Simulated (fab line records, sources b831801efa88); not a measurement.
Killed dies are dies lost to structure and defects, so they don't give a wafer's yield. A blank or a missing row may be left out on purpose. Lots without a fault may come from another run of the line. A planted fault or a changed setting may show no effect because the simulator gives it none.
Chamber matching | flow gf180mcu | GF_V5_CMP_04 on cmp-02: 4 sister chambers
The step polishes SiO2. 4 wafers are shown with their chamber, then 8 later ones without.

WAFERS WITH THEIR CHAMBER
wafer  | chamber | motor_current_A (A)
L627.6 | 0       | 12.7
L630.1 | 1       | 11.1
L630.4 | 2       | 11.5
L632.1 | 3       | 13.5

WAFERS WITHOUT THEIR CHAMBER
wafer  | motor_current_A (A)
L632.3 | 12.0
L632.4 | 11.5
L633.3 | 13.2
L633.4 | 12.1
L633.6 | 11.3
L634.2 | 12.0
L634.5 | 11.0
L634.6 | 13.3

WHICH CHAMBER EACH WENT THROUGH
wafer  | from the rows above          | in truth
L632.3 | can't be placed: 2 or 0 or 1 | 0
L632.4 | can't be placed: 2 or 1      | 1
L633.3 | can't be placed: 3 or 0      | 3
L633.4 | can't be placed: 0 or 2 or 1 | 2
L633.6 | can't be placed: 2 or 1      | 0
L634.2 | can't be placed: 2 or 0 or 1 | 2
L634.5 | can't be placed: 1 or 2      | 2
L634.6 | can't be placed: 3 or 0      | 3
Placed correctly: 0 of 8. Can't be placed from these rows: 8 (the true chamber is among the candidates in 7). Placed wrongly: 0.
How it was worked out, from the rows above alone: a wafer's distance from a chamber is the root of the sum, over the readings, of the square of ((its reading less the chamber's mean) divided by the reading's scatter). The wafer belongs to the nearest chamber; if the next one is less than 2 further off, it can't be placed. A chamber's mean is the mean of its shown wafers. The scatter: with one shown wafer a chamber, the root of the mean of the squares of how far each hidden wafer lies from its nearest shown one.
